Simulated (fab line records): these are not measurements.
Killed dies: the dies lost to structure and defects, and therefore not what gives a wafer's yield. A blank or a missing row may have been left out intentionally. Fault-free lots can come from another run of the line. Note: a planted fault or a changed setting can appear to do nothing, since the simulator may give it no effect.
Which tool was responsible?	flow gf180mcu	10 lots, 30 wafers sampled, at 5 steps of a route of 602

== WHAT EACH GAUGE READ, for each wafer ==
GF_V1_RS_MEAS_24: uses a four-point probe to measure. Usual: V1_W_RS 0.327 ohm/sq, standard deviation 0.0038.
lot	measured	on	V1_W_RS (ohm/sq)	flag
L581	day 18 06:59	film_metro-01	0.330 0.329 0.327	
L582	day 18 11:35	film_metro-04	0.328 0.332 0.333	
L585	day 19 05:36	film_metro-04	0.323 0.325 0.326	
L586	day 19 22:32	film_metro-04	0.317 0.331 0.321	
L592	day 22 18:03	film_metro-03	0.215 0.218 0.325	OFF
L593	day 23 02:26	film_metro-04	0.217 0.324 0.323	OFF
L600	day 25 04:29	film_metro-04	0.321 0.322 0.331	
L601	day 25 10:19	film_metro-04	0.322 0.327 0.327	
L603	day 25 22:21	film_metro-01	0.323 0.328 0.325	
L604	day 26 10:33	film_metro-01	0.326 0.318 0.325	

GF_V1_THK_MEAS_25: measures by xrf. Usual: V1_W_THK 357 nm, standard deviation 6.1.
lot	measured	on	V1_W_THK (nm)	flag
L581	day 18 07:04	film_metro-01	356 362 360	
L582	day 18 11:43	film_metro-04	355 354 351	
L585	day 19 05:43	film_metro-04	363 359 357	
L586	day 19 22:39	film_metro-04	369 357 363	
L592	day 22 18:10	film_metro-03	532 530 353	OFF
L593	day 23 02:32	film_metro-04	548 363 362	OFF
L600	day 25 04:36	film_metro-04	366 365 355	
L601	day 25 10:26	film_metro-04	366 360 358	
L603	day 25 22:28	film_metro-01	364 353 359	
L604	day 26 10:40	film_metro-01	358 367 361	

== WHICH TOOL RAN EACH LOT (tool, then ch and the chambers of the sampled wafers, then the start) ==
lot	GF_CONTACT_ETCH_16	GF_V1_SPUTTER_21	GF_V1_CVD_23
L581	rie_diel-02 ch 1,2, day 16 05:25	pvd_sputter-02, day 18 06:43	cvd_w-01 ch 0,1, day 18 06:50
L582	rie_diel-03 ch 1,2, day 16 09:25	pvd_sputter-04, day 18 11:23	cvd_w-01 ch 0,1, day 18 11:29
L585	rie_diel-04 ch 1,2,3, day 17 02:19	pvd_sputter-02, day 19 05:23	cvd_w-01 ch 0,1, day 19 05:29
L586	rie_diel-02 ch 0,2,3, day 17 19:25	pvd_sputter-04, day 19 22:19	cvd_w-02 ch 0,1, day 19 22:25
L592	rie_diel-02 ch 0,1,3, day 20 15:09	pvd_sputter-03, day 22 17:50	cvd_w-02 ch 0,1, day 22 17:56
L593	rie_diel-04 ch 0,3, day 20 23:21	pvd_sputter-04, day 23 02:11	cvd_w-02 ch 0,1, day 23 02:19
L600	rie_diel-04 ch 0,1, day 23 04:58	pvd_sputter-04, day 25 04:16	cvd_w-01 ch 0,1, day 25 04:22
L601	rie_diel-04 ch 0,1, day 23 10:21	pvd_sputter-02, day 25 10:07	cvd_w-01 ch 0,1, day 25 10:13
L603	rie_diel-02 ch 0,1,3, day 24 00:53	pvd_sputter-04, day 25 22:07	cvd_w-01 ch 0,1, day 25 22:13
L604	rie_diel-04 ch 0,2, day 24 12:49	pvd_sputter-02, day 26 10:20	cvd_w-01 ch 0,1, day 26 10:26
- GF_CONTACT_ETCH_16: etches BARC in N2/H2.
- GF_V1_SPUTTER_21: material Ti, target thk 15 nm, time 80.02 s.
- GF_V1_CVD_23: deposits W, target thk 350 nm, time 105.05 s.

== WHAT THE TOOLS THEMSELVES READ (means of the sampled wafers that have a number; where no wafer has one, the mark that the record gives instead) ==
GF_CONTACT_ETCH_16. Usual: drypump_motor_current_A 5.8 A, standard deviation 0.43; n2_flow_sccm 100.03 sccm, standard deviation 0.29; oes_product_au 0.854 a.u., standard deviation 0.0053; throttle_valve_pct 13.227 %, standard deviation 0.0097.
lot	tool	drypump_motor_current_A (A)	n2_flow_sccm (sccm)	oes_product_au (a.u.)	throttle_valve_pct (%)	flag
L581	rie_diel-02	6.5	100.06	0.853	13.229	
L582	rie_diel-03	5.4	99.81	0.855	13.233	
L585	rie_diel-04	5.8	99.97	0.852	13.233	
L586	rie_diel-02	5.9	100.18	0.851	13.223	
L592	rie_diel-02	6.0	100.12	0.853	13.227	
L593	rie_diel-04	5.8	100.06	0.846	13.226	
L600	rie_diel-04	5.8	100.21	0.856	13.231	
L601	rie_diel-04	5.8	99.98	0.856	13.229	
L603	rie_diel-02	5.9	100.21	0.850	13.239	
L604	rie_diel-04	6.1	100.11	0.855	13.221	

GF_V1_SPUTTER_21. Usual: 30.7 % for throttle_valve_pct, sd 0.85.
lot	tool	throttle_valve_pct (%)	flag
L581	pvd_sputter-02	30.9	
L582	pvd_sputter-04	31.5	
L585	pvd_sputter-02	30.9	
L586	pvd_sputter-04	29.9	
L592	pvd_sputter-03	31.2	
L593	pvd_sputter-04	31.0	
L600	pvd_sputter-04	29.8	
L601	pvd_sputter-02	30.6	
L603	pvd_sputter-04	30.6	
L604	pvd_sputter-02	30.7	

GF_V1_CVD_23. Usual: 798 W for heater_power_w, sd 88.
lot	tool	heater_power_w (W)	flag
L581	cvd_w-01	752	
L582	cvd_w-01	757	
L585	cvd_w-01	759	
L586	cvd_w-02	883	
L592	cvd_w-02	903	
L593	cvd_w-02	893	
L600	cvd_w-01	721	
L601	cvd_w-01	767	
L603	cvd_w-01	732	
L604	cvd_w-01	772	

== THE ANSWER, worked out from the rows above alone ==
Rule: a lot counts as off when the mean over its wafers that have a number is more than 3 standard deviations away from the usual mean. Also off: a lot with no number at a reading for which 4 or more lots have one. Any other lot the step has rows for is counted as sound. After the gauges, taken in route order, come the tools' own readings; for these a lot's mean is taken, as printed above. At the first step where some lot is off, the reading lying furthest off is the one used; lots without a number count as furthest.
Off: at GF_V1_RS_MEAS_24 (V1_W_RS), L592, L593.
A tool fits if, at a process step before that reading, it ran every lot that is off, and no sound lot after the first of them. Gauges at GF_V1_RS_MEAS_24: tried the same way as those tools. One fits: GF_V1_CVD_23 on cvd_w-02. A fault onset in the window from L586 (day 19 22:25, its last sound lot) to L592 (day 22 17:56, its first lot off) fits.

== WHAT THE SIMULATOR PUT IN ==
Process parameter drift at GF_V1_CVD_23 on cvd_w-02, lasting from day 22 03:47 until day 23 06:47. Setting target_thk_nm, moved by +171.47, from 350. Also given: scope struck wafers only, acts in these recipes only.
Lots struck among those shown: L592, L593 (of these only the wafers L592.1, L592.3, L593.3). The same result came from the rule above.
